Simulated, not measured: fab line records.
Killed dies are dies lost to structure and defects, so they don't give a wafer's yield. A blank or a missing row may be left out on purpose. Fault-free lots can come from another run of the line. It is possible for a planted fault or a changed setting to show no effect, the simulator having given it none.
Struck lot and sound lot, side by side -- flow sky130 -- 43 out of 708 route steps
Sound: wafers L196.1, L196.2, L196.3. Struck: wafer L185.6. (L185.2 of the same lot was not struck and is left out.) The cause comes at the end.
Per side, at each step with rows, come the tool, then ch with its chambers, and then its first start. Under that, the readings that differ: sound wafers -- struck wafers -- difference of the means -- sigmas: that difference in standard deviations of wafers without a fault.
alike: words and numbers the same on both sides, and readings whose means are apart by under 2 such deviations; not compared: readings that were withheld, readings missing a value for some wafer, numbers with overlapping values and no deviation given by the record, and bounds like >300 which may hide the same value.
The two part at a step that has a row with sigmas, a row that says differs or no value, or rows on one side only. Numbers that don't overlap but have no deviation are shown without sigmas and don't part them. A reading that every wafer of one side lacks parts them only if that side has two wafers or more.

first, 1 step without rows for these wafers: SKY_FIELD_ISO_ANNEAL_26 (time 1800 s).
SKY_FIELD_ISO_CMP_27: polishes, stops on Si3N4, t overpolish 16 s, target thk 457.8 nm.
  sound on cmp-01 ch 0,2,3, day 7 00:28; struck on cmp-01 ch 2, day 4 16:17
  alike: motor-current-A, overpolish-run-s, time-to-endpoint-s
then, 5 steps without rows for these wafers: SKY_FIELD_ISO_WET_ETCH_28 (etches SiO2 in dHF, target depth 23.7 nm, time 47 s); SKY_FIELD_ISO_WET_ETCH_29 (etches Si3N4 in H3PO4, target depth 160 nm, time 1825 s); SKY_FIELD_ISO_WET_ETCH_30 (etches SiO2 in dHF, target depth 25 nm, time 50 s); SKY_NWELL_CLEAN_00 (cleans in SC1/SC2, time 150 s); SKY_NWELL_OXIDATION_01 (stabilise 600 s, purge 300 s, target thk 10 nm).
SKY_NWELL_THK_MEAS_02:
  sound on film-metro-03 at day 7 03:02; struck on film-metro-04 at day 4 20:29
  alike: NWELL_OXIDATION_THK
then, 4 steps without rows for these wafers: SKY_DNWELL_DEHYDRATE_00 (time 60 s); SKY_DNWELL_HMDS_01 (prime time 60 s); SKY_DNWELL_COAT_02 (resist thk 3000 nm); SKY_DNWELL_SOFTBAKE_03.
SKY_DNWELL_EXPOSE_04: exposes mask DNM, target cd 3000 nm.
  sound on iline-stepper-01 ch 0, day 7 12:41; struck on iline-stepper-02 ch 0, day 5 05:27
  alike: mask, reticle-temp-C
then, 3 steps without rows for these wafers: SKY_DNWELL_PEB_05; SKY_DNWELL_DEVELOP_06 (develop time 60 s); SKY_DNWELL_IMPLANT_07.
SKY_DNWELL_STRIP_08: strips in O2/N2.
  sound on plasma-asher-03 ch 0,1, day 7 22:53; struck on plasma-asher-03 ch 0, day 5 14:06
  alike: chamber-pressure-mTorr, drypump-motor-current-A, n2-flow-sccm, oes-product-au, strip-time-to-endpoint-s
  not compared: rf-hours-counter-h
SKY_DNWELL_TW_MEAS_09:
  sound on film-metro-03 at day 7 22:59; struck on film-metro-01 at day 5 14:13
  alike: DNWELL_TW
then, 7 steps without rows for these wafers: SKY_PWDE_DEHYDRATE_00 (time 60 s); SKY_PWDE_HMDS_01 (prime time 60 s); SKY_PWDE_COAT_02 (resist thk 3000 nm); SKY_PWDE_SOFTBAKE_03; SKY_PWDE_EXPOSE_04 (exposes mask PWDEM, target cd 840 nm); SKY_PWDE_PEB_05; SKY_PWDE_DEVELOP_06 (develop time 60 s).
SKY_PWDE_OVL_MEAS_07:
  sound on overlay-02 at day 8 19:58; struck on overlay-02 at day 6 09:40
  alike: PWDE_OVL
following that, these wafers have no rows for 1 step: SKY_PWDE_IMPLANT_08.
SKY_PWDE_STRIP_09: strips in O2/N2.
  sound on plasma-asher-02 ch 0,1, day 8 20:09; struck on plasma-asher-04 ch 1, day 6 09:51
reading,sound,struck,difference,sigmas
chamber-pressure-mTorr (mTorr),1501.2 1502.6 1500.6,1497.3,-4.2,-3
n2-flow-sccm (sccm),300.5 301.6 301.2,299.2,-1.9,-2
  alike: drypump-motor-current-A, oes-product-au, strip-time-to-endpoint-s
  not compared: rf-hours-counter-h
SKY_PWDE_TW_MEAS_10:
  sound on film-metro-01 at day 8 20:15; struck on film-metro-01 at day 6 09:58
  alike: PWDE_TW
then, 7 steps without rows for these wafers: SKY_NWELL_DEHYDRATE_03 (time 60 s); SKY_NWELL_HMDS_04 (prime time 60 s); SKY_NWELL_COAT_05 (resist thk 3000 nm); SKY_NWELL_SOFTBAKE_06; SKY_NWELL_EXPOSE_07 (exposes mask NWM, target cd 840 nm); SKY_NWELL_PEB_08; SKY_NWELL_DEVELOP_09 (develop time 60 s).
SKY_NWELL_OVL_MEAS_10:
  sound on overlay-01 at day 9 17:44; struck on overlay-01 at day 7 05:48
reading,sound,struck,difference,sigmas
NWELL_00_OVL (nm),1.5 2.8 -0.3,-1.7,-3.0,-2
then, 3 steps without rows for these wafers: SKY_NWELL_IMPLANT_11; SKY_NWELL_IMPLANT_12; SKY_NWELL_IMPLANT_13.
SKY_NWELL_STRIP_14: strips in O2/N2.
  sound on plasma-asher-01 ch 0,1, day 9 18:13; struck on plasma-asher-01 ch 1, day 7 06:17
  alike: chamber-pressure-mTorr, drypump-motor-current-A, n2-flow-sccm, oes-product-au, strip-time-to-endpoint-s
  not compared: rf-hours-counter-h
SKY_NWELL_TW_MEAS_15:
  sound on film-metro-01 at day 9 18:19; struck on film-metro-04 at day 7 06:23
reading,sound,struck,difference,sigmas
NWELL_TW,1833 1834 1830,1794,-38,-2
-- the record jumps here: 41 days lie between the struck wafers' starts before and after (it left off in module NWELL and takes up again in module PAD_OPEN, whose first step shown is number 708 of the route) --
SKY_PAD_OPEN_PROBE_99:
  sound on prober-01 at day 50 15:21; struck on prober-01 at day 48 12:44
reading,sound,struck,difference,sigmas
killed-at-contacts,17 19,29,+11,+2
killed-dies,66 74,94,+24,+2
killed-open,30 36,57,+24,+3
model.etest.res-deep-nwell.width-nm (nm),2989 2995,3050,+58,
  alike: killed_at_M0_to_M3, killed_at_M4_up, killed-at-front-end, killed-at-other, killed-short

## WHERE THEY PART
Last at SKY_PAD_OPEN_PROBE_99 as far as this record goes, first at SKY_PWDE_STRIP_09.

WHY: the cause the simulator had injected
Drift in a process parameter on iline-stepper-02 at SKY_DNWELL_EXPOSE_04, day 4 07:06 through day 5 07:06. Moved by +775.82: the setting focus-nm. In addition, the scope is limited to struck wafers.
